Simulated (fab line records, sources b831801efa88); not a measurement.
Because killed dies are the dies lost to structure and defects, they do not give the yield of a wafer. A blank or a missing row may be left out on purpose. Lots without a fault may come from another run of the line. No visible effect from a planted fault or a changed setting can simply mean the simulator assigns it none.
fab line records ; flow sky130
record: lots: 10; wafers: 29; last-day: 50
route steps=708 shown POLY_CUT@319 VIA2@509 VIA4@642
lots untouched by any fault: they come from a run of this same line in which no faults occurred
start-h: start of the lot's first displayed wafer, in hours after the record's first day ; wait-h: hours from the lot's prior step to this one ; " repeats the value in the row above ; L1.1+2: one row covering several wafers at once ; - either no value or no given start ; * or withheld: withheld ; < > ~ a bound
route shown NAME@n: NAME is a module with steps in the file, n the number in the route of the first one ; usual: mean/standard deviation taken from wafers without a fault ; same: alike in all rows ; chamber/n: place in a boat ; sites: readings site by site ; _std_site: the standard deviation of these ; _edge_site: mean of outer sites minus mean of inner sites ; radius-mm: how far each site lies from the wafer's centre ; mask NAME#n: copy n ; behind: the tool/chamber that last shaped the wafer ; hold: why the lot was held/for how many hours/how that ended ; device: whichever transistor did not switch (one of n, p or np) ; end of line: tests run on the same wafers once the route is complete ; a step given without rows: its recipe and nothing more ; killed: dies that structure and defects cost at the first sort, which is not the same as the wafer's yield ; map: per-die view of a wafer (x killed, . not killed, _ where there is no die)
set.NAME: setting as actually run; set.NAME@STEP: the setting as run at that earlier step ; model.NAME: the simulator's own value behind a step, which no gauge read
the route's steps for a sample of lots (tables are steps, rows are wafers)
services: from which hour (start-h, from the record's first day; less than 0 if before it) a tool's chamber was out of use, for how many hours, and why
== steps ==
step: SKY_POLY_CUT_STRIP_12
recipe: chemistry: O2/N2; power-w: 1400; pressure-mtorr: 1500; platen-temp-c: withheld; o2-flow-sccm: 3000; n2-flow-sccm: 300; overash-fraction: 0.5
usual: drypump-motor-current-A: 5.27/0.26; oes-product-au: 0.452/0.0044; strip-time-to-endpoint-s: 5.359/0.017
lot.wafer;tool;chamber;start-h;wait-h;drypump-motor-current-A;oes-product-au;rf-hours-counter-h;strip-time-to-endpoint-s
L541.2;plasma-asher-02;1;564.05;0.0;5.39;0.453;73;5.360
L541.3;plasma-asher-02;0;564.05;0.0;5.12;0.444;-;5.357
L541.4;plasma-asher-02;1;564.05;0.0;5.38;0.456;-;5.362
L542.1;plasma-asher-02;0;576.45;0.0;5.05;0.454;74;5.376
L542.3;plasma-asher-02;1;576.45;0.0;5.40;0.459;-;5.376
L542.5;plasma-asher-02;0;576.45;0.0;5.02;0.454;-;5.364
L544.2;plasma-asher-03;1;591.90;0.0;5.20;0.450;15;5.339
L544.5;plasma-asher-03;1;591.90;0.0;5.18;0.448;-;5.325
L544.6;plasma-asher-03;0;591.90;0.0;5.41;0.449;-;5.310
L545.2;plasma-asher-03;0;601.65;0.0;5.39;0.451;16;5.360
L545.5;plasma-asher-03;0;601.65;0.0;5.40;0.446;-;5.340
L545.6;plasma-asher-03;1;601.65;0.0;5.19;0.455;-;5.340
L547.4;plasma-asher-01;0;632.44;0.1;5.94;0.449;-;5.371
L547.5;plasma-asher-01;1;632.44;0.1;4.65;0.457;-;5.359
L547.6;plasma-asher-01;0;632.44;0.1;5.92;0.452;-;5.353
L548.2;plasma-asher-03;1;637.45;0.0;5.17;0.452;19;5.356
L548.4;plasma-asher-03;1;637.45;0.0;5.18;0.451;-;5.390
L548.6;plasma-asher-03;0;637.45;0.0;5.41;0.451;-;5.363
L553.1;plasma-asher-01;0;672.60;0.0;5.91;0.455;54;5.347
L553.2;plasma-asher-01;1;672.60;0.0;4.64;0.448;54;5.359
L558.3;plasma-asher-03;1;709.84;0.1;5.21;0.453;-;5.330
L558.4;plasma-asher-03;0;709.84;0.1;5.42;0.446;-;5.342
L558.6;plasma-asher-03;0;709.84;0.1;5.41;0.453;-;5.344
L559.2;plasma-asher-02;0;724.30;0.0;5.07;0.453;89;5.360
L559.4;plasma-asher-02;1;724.30;0.0;5.41;0.457;-;5.383
L559.6;plasma-asher-02;1;724.30;0.0;5.40;0.442;-;5.373
L561.1;plasma-asher-03;0;751.20;0.0;5.40;0.456;30;5.353
L561.4;plasma-asher-03;0;751.20;0.0;5.40;0.450;-;5.388
L561.5;plasma-asher-03;0;751.20;0.0;5.41;0.447;-;5.368
step: SKY_VIA2_CMP_02
recipe: material: SiO2; down-force-psi: 4; platen-rpm: 60; pad-velocity-m-s: 0.94248
usual: edge-zone-pressure-frac: 1.001/0.0054; motor-current-A: 12.1/1.8
lot.wafer;tool;chamber;start-h;wait-h;edge-zone-pressure-frac;motor-current-A
L541.4;cmp-02;3;831.29;0.0;0.998;11.8
L541.3;cmp-02;1;831.29;0.0;1.010;9.6
L541.2;cmp-02;2;831.29;0.0;0.993;10.9
L542.1;cmp-01;2;842.04;0.1;1.003;11.2
L542.3;cmp-01;3;842.04;0.1;0.996;14.4
L542.5;cmp-01;1;842.04;0.1;1.000;11.7
L544.2;cmp-02;3;854.78;0.1;0.996;11.5
L544.5;cmp-02;1;854.78;0.1;1.000;10.0
L544.6;cmp-02;2;854.78;0.1;1.009;10.7
L545.2;cmp-02;0;862.43;0.1;1.004;12.5
L545.5;cmp-02;2;862.43;0.1;1.000;10.7
L545.6;cmp-02;3;862.43;0.1;1.005;10.7
L547.4;cmp-02;2;891.21;0.1;0.993;10.7
L547.5;cmp-02;0;891.21;0.1;1.000;12.5
L547.6;cmp-02;1;891.21;0.1;0.997;9.4
L548.2;cmp-02;2;893.60;0.0;1.001;10.8
L548.4;cmp-02;0;893.60;0.0;1.002;12.0
L548.6;cmp-02;3;893.60;0.0;0.999;10.7
L553.1;cmp-01;2;926.88;0.1;1.004;11.0
L553.2;cmp-01;3;926.88;0.1;1.005;15.2
L558.3;cmp-02;3;961.87;0.0;1.000;11.9
L558.4;cmp-02;1;961.87;0.0;0.993;9.8
L558.6;cmp-02;3;961.87;0.0;0.996;10.9
L559.2;cmp-01;3;973.65;0.0;0.995;15.3
L559.4;cmp-01;1;973.65;0.0;0.998;11.3
L559.6;cmp-01;0;973.65;0.0;1.005;14.0
L561.1;cmp-02;3;995.33;0.1;0.991;11.3
L561.4;cmp-02;1;995.33;0.1;0.997;9.4
L561.5;cmp-02;0;995.33;0.1;0.999;12.6
step: SKY_VIA4_BOW_MEAS_03
recipe: mode: bow
usual: VIA4_BOW: 81/8.4
lot.wafer;tool;chamber;start-h;wait-h;VIA4_BOW[um]
L541.2;film-metro-01;-;993.30;0.2;84
L541.3;film-metro-01;-;993.30;0.2;81
L541.4;film-metro-01;-;993.30;0.2;76
L542.1;film-metro-02;-;1003.37;0.1;85
L542.3;film-metro-02;-;1003.37;0.1;88
L542.5;film-metro-02;-;1003.37;0.1;84
L544.2;film-metro-04;-;1015.55;0.2;75
L544.5;film-metro-04;-;1015.55;0.2;66
L544.6;film-metro-04;-;1015.55;0.2;71
L545.2;film-metro-02;-;1020.19;0.2;88
L545.5;film-metro-02;-;1020.19;0.2;76
L545.6;film-metro-02;-;1020.19;0.2;97
L547.4;film-metro-01;-;1046.09;0.2;98
L547.5;film-metro-01;-;1046.09;0.2;91
L547.6;film-metro-01;-;1046.09;0.2;86
L548.2;film-metro-04;-;1047.09;0.3;73
L548.4;film-metro-04;-;1047.09;0.3;78
L548.6;film-metro-04;-;1047.09;0.3;72
L553.1;film-metro-04;-;1075.03;0.1;74
L553.2;film-metro-04;-;1075.03;0.1;65
L558.3;film-metro-01;-;1110.19;0.1;76
L558.4;film-metro-01;-;1110.19;0.1;74
L558.6;film-metro-01;-;1110.19;0.1;79
L559.2;film-metro-01;-;1115.72;0.2;65
L559.4;film-metro-01;-;1115.72;0.2;66
L559.6;film-metro-01;-;1115.72;0.2;83
L561.1;film-metro-02;-;1136.68;0.2;83
L561.4;film-metro-02;-;1136.68;0.2;81
L561.5;film-metro-02;-;1136.68;0.2;78
step: SKY_VIA4_CVD_18
recipe: material: W; target-thk-nm: 505; time-s: 152.14; temp-c: 400; pressure-torr: 40
usual: heater-power-w: 853/98; susceptor-temp-C: 400.00/0.22
lot.wafer;tool;chamber;start-h;wait-h;heater-power-w;susceptor-temp-C
L541.2;cvd-w-02;0;1017.12;0.0;906;400.59
L541.3;cvd-w-02;0;1017.12;0.0;904;400.29
L541.4;cvd-w-02;1;1017.12;0.0;731;400.01
L542.1;cvd-w-01;1;1026.47;0.0;745;399.98
L542.3;cvd-w-01;1;1026.47;0.0;747;399.77
L542.5;cvd-w-01;0;1026.47;0.0;938;400.16
L544.2;cvd-w-01;0;1038.91;0.0;927;400.14
L544.5;cvd-w-01;0;1038.91;0.0;965;399.84
L544.6;cvd-w-01;1;1038.91;0.0;740;399.78
L545.2;cvd-w-01;0;1043.08;0.0;964;400.09
L545.5;cvd-w-01;1;1043.08;0.0;776;399.71
L545.6;cvd-w-01;0;1043.08;0.0;965;400.02
L547.4;cvd-w-02;1;1068.63;0.1;724;399.94
L547.5;cvd-w-02;0;1068.63;0.1;917;399.87
L547.6;cvd-w-02;1;1068.63;0.1;727;399.91
L548.2;cvd-w-01;1;1069.40;0.0;766;400.03
L548.4;cvd-w-01;0;1069.40;0.0;957;400.17
L548.6;cvd-w-01;1;1069.40;0.0;767;400.34
L553.1;cvd-w-02;0;1096.83;0.0;920;400.19
L553.2;cvd-w-02;1;1096.83;0.0;729;399.68
L558.3;cvd-w-01;0;1130.83;0.1;941;400.16
L558.4;cvd-w-01;0;1130.83;0.1;957;399.81
L558.6;cvd-w-01;0;1130.83;0.1;970;400.46
L559.2;cvd-w-01;1;1136.96;0.0;745;399.86
L559.4;cvd-w-01;1;1136.96;0.0;754;399.60
L559.6;cvd-w-01;1;1136.96;0.0;762;399.54
L561.1;cvd-w-01;0;1156.24;0.0;954;399.69
L561.4;cvd-w-01;1;1156.24;0.0;768;399.95
L561.5;cvd-w-01;0;1156.24;0.0;972;399.71
step: SKY_VIA4_RS_MEAS_19
recipe: thk-meas-gauge: four-point-probe; reads: W_of_VIA4_CVD_18+TiN_of_VIA4_SPUTTER_17
usual: VIA4_W_RS: 0.226/0.0042
lot.wafer;tool;chamber;start-h;wait-h;VIA4_W_RS[ohm/sq]
L541.2;film-metro-02;-;1017.29;0.1;0.226
L541.3;film-metro-02;-;1017.29;0.1;0.227
L541.4;film-metro-02;-;1017.29;0.1;0.216
L542.1;film-metro-04;-;1026.62;0.1;0.225
L542.3;film-metro-04;-;1026.62;0.1;0.227
L542.5;film-metro-04;-;1026.62;0.1;0.226
L544.2;film-metro-01;-;1039.10;0.1;0.229
L544.5;film-metro-01;-;1039.10;0.1;0.229
L544.6;film-metro-01;-;1039.10;0.1;0.227
L545.2;film-metro-04;-;1043.25;0.1;0.228
L545.5;film-metro-04;-;1043.25;0.1;0.230
L545.6;film-metro-04;-;1043.25;0.1;0.224
L547.4;film-metro-04;-;1068.79;0.1;0.220
L547.5;film-metro-04;-;1068.79;0.1;0.232
L547.6;film-metro-04;-;1068.79;0.1;0.219
L548.2;film-metro-04;-;1069.57;0.1;0.229
L548.4;film-metro-04;-;1069.57;0.1;0.226
L548.6;film-metro-04;-;1069.57;0.1;0.228
L553.1;film-metro-02;-;1096.99;0.1;0.229
L553.2;film-metro-02;-;1096.99;0.1;0.151
L558.3;film-metro-01;-;1131.08;0.2;0.228
L558.4;film-metro-01;-;1131.08;0.2;0.230
L558.6;film-metro-01;-;1131.08;0.2;0.228
L559.2;film-metro-04;-;1137.13;0.1;0.228
L559.4;film-metro-04;-;1137.13;0.1;0.227
L559.6;film-metro-04;-;1137.13;0.1;0.226
L561.1;film-metro-01;-;1156.39;0.1;0.230
L561.4;film-metro-01;-;1156.39;0.1;0.228
L561.5;film-metro-01;-;1156.39;0.1;0.227
step: SKY_VIA4_THK_MEAS_20
recipe: thk-meas-gauge: xrf; reads: W_of_VIA4_CVD_18
usual: VIA4_W_THK: 506/13
lot.wafer;tool;chamber;start-h;wait-h;VIA4_W_THK[nm]
L541.2;film-metro-02;-;1017.40;0.1;508
L541.3;film-metro-02;-;1017.40;0.1;508
L541.4;film-metro-02;-;1017.40;0.1;530
L542.1;film-metro-04;-;1026.74;0.1;511
L542.3;film-metro-04;-;1026.74;0.1;504
L542.5;film-metro-04;-;1026.74;0.1;508
L544.2;film-metro-01;-;1039.21;0.1;498
L544.5;film-metro-01;-;1039.21;0.1;496
L544.6;film-metro-01;-;1039.21;0.1;497
L545.2;film-metro-04;-;1043.36;0.1;506
L545.5;film-metro-04;-;1043.36;0.1;499
L545.6;film-metro-04;-;1043.36;0.1;512
L547.4;film-metro-04;-;1068.88;0.1;520
L547.5;film-metro-04;-;1068.88;0.1;493
L547.6;film-metro-04;-;1068.88;0.1;521
L548.2;film-metro-04;-;1069.68;0.1;498
L548.4;film-metro-04;-;1069.68;0.1;508
L548.6;film-metro-04;-;1069.68;0.1;503
L553.1;film-metro-02;-;1097.11;0.1;503
L553.2;film-metro-02;-;1097.11;0.1;762
L558.3;film-metro-01;-;1131.18;0.1;496
L558.4;film-metro-01;-;1131.18;0.1;492
L558.6;film-metro-01;-;1131.18;0.1;495
L559.2;film-metro-04;-;1137.24;0.1;506
L559.4;film-metro-04;-;1137.24;0.1;511
L559.6;film-metro-04;-;1137.24;0.1;516
L561.1;film-metro-01;-;1156.51;0.1;485
L561.4;film-metro-01;-;1156.51;0.1;487
L561.5;film-metro-01;-;1156.51;0.1;487
step: SKY_VIA4_CMP_21
recipe: stop-on: SiO2; t-overpolish-s: 25; down-force-psi: 3.5; platen-rpm: 60; target-thk-nm: 0; pad-velocity-m-s: 0.94248
usual: edge-zone-pressure-frac: 1.000/0.0054; motor-current-A: 11.0/1.6; time-to-endpoint-s: 123/4.2
lot.wafer;tool;chamber;start-h;wait-h;edge-zone-pressure-frac;motor-current-A;time-to-endpoint-s
L541.4;cmp-02;3;1017.45;0.0;1.009;9.9;126
L541.3;cmp-02;0;1017.45;0.0;0.995;11.7;125
L541.2;cmp-02;1;1017.45;0.0;0.997;8.9;125
L542.1;cmp-02;3;1026.80;0.1;0.990;10.1;118
L542.3;cmp-02;1;1026.80;0.1;1.006;8.9;125
L542.5;cmp-02;3;1026.80;0.1;1.001;10.0;121
L544.2;cmp-01;1;1039.39;0.2;0.999;10.8;121
L544.6;cmp-01;1;1039.39;0.2;0.996;10.7;119
L544.5;cmp-01;2;1039.39;0.2;0.991;9.7;129
L545.2;cmp-01;0;1043.56;0.2;1.004;12.8;125
L545.5;cmp-01;1;1043.56;0.2;1.001;11.1;123
L545.6;cmp-01;2;1043.56;0.2;1.000;10.2;131
L547.4;cmp-02;1;1069.06;0.2;0.994;8.8;133
L547.5;cmp-02;2;1069.06;0.2;1.008;10.2;117
L547.6;cmp-02;3;1069.06;0.2;1.002;10.5;126
L548.4;cmp-01;3;1069.78;0.1;1.008;13.8;122
L548.2;cmp-01;1;1069.78;0.1;1.001;10.8;122
L548.6;cmp-01;3;1069.78;0.1;1.002;13.3;118
L553.2;cmp-02;3;1098.02;0.9;1.004;10.4;180
L553.1;cmp-02;0;1098.02;0.9;0.996;10.6;120
L558.4;cmp-01;0;1131.22;0.0;1.008;12.4;123
L558.3;cmp-01;1;1131.22;0.0;0.993;11.0;120
L558.6;cmp-01;0;1131.22;0.0;1.000;13.0;123
L559.4;cmp-01;3;1137.34;0.1;1.002;14.3;118
L559.2;cmp-01;2;1137.34;0.1;0.998;9.9;123
L559.6;cmp-01;3;1137.34;0.1;0.993;14.1;119
L561.1;cmp-01;3;1156.61;0.1;0.999;13.9;114
L561.4;cmp-01;2;1156.61;0.1;0.996;10.3;123
L561.5;cmp-01;0;1156.61;0.1;0.998;12.8;119
== services ==
tool;chamber;start-h;hours;kind
cmp-01;-;547.51;1.1;repair
cmp-02;-;572.00;4.0;pm
cmp-02;-;605.34;4.4;pm
cmp-01;-;608.81;3.1;repair
cmp-02;-;612.15;2.2;repair
cmp-01;-;623.38;5.1;pm
cmp-01;-;637.39;3.4;repair
cmp-02;-;666.57;6.2;pm
cmp-01;-;712.41;9.4;repair
cmp-02;-;716.76;0.8;repair
cmp-01;-;726.25;2.4;repair
cmp-02;-;745.46;0.4;repair
cmp-01;-;747.53;5.4;pm
cmp-01;-;752.95;4.0;pm
cmp-01;-;760.57;0.6;repair
cmp-01;-;770.32;0.8;repair
cmp-02;-;788.36;1.5;repair
cmp-01;-;809.20;3.0;repair
cmp-02;-;912.00;4.0;pm
cmp-02;-;944.91;4.8;repair
cmp-02;-;974.45;3.7;pm
cmp-02;-;1039.37;6.2;repair
cmp-02;-;1070.79;0.6;repair
cmp-02;-;1146.96;2.6;repair
== key ==
first-sign: step: SKY_VIA4_RS_MEAS_19; reading: VIA4_W_RS; direction: down; sigmas: 18; usual: 0.226; struck: 0.151
effect: step: SKY_VIA4_THK_MEAS_20; reading: VIA4_W_THK; direction: up; sigmas: 20; usual: 506; struck: 762
effect: step: SKY_VIA4_CMP_21; reading: time-to-endpoint-s; direction: up; sigmas: 14; usual: *; struck: *
met-at SKY_VIA4_CVD_18
struck-lots L553
struck-wafers L553.2
not-acting-at SKY_POLY_CUT_STRIP_12,SKY_VIA2_CMP_02,SKY_VIA4_BOW_MEAS_03
onset-between 1068.63 1096.83
fault: kind: process-parameter-drift; tool: cvd-w-02; chamber: -; onset-h: 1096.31; steps: SKY_VIA4_CVD_18; channel: target-thk-nm; offset: 233.52; shape: step; end-h: 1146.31; scope: struck-wafers-only; acts-in: these-recipes-only; stated: 505
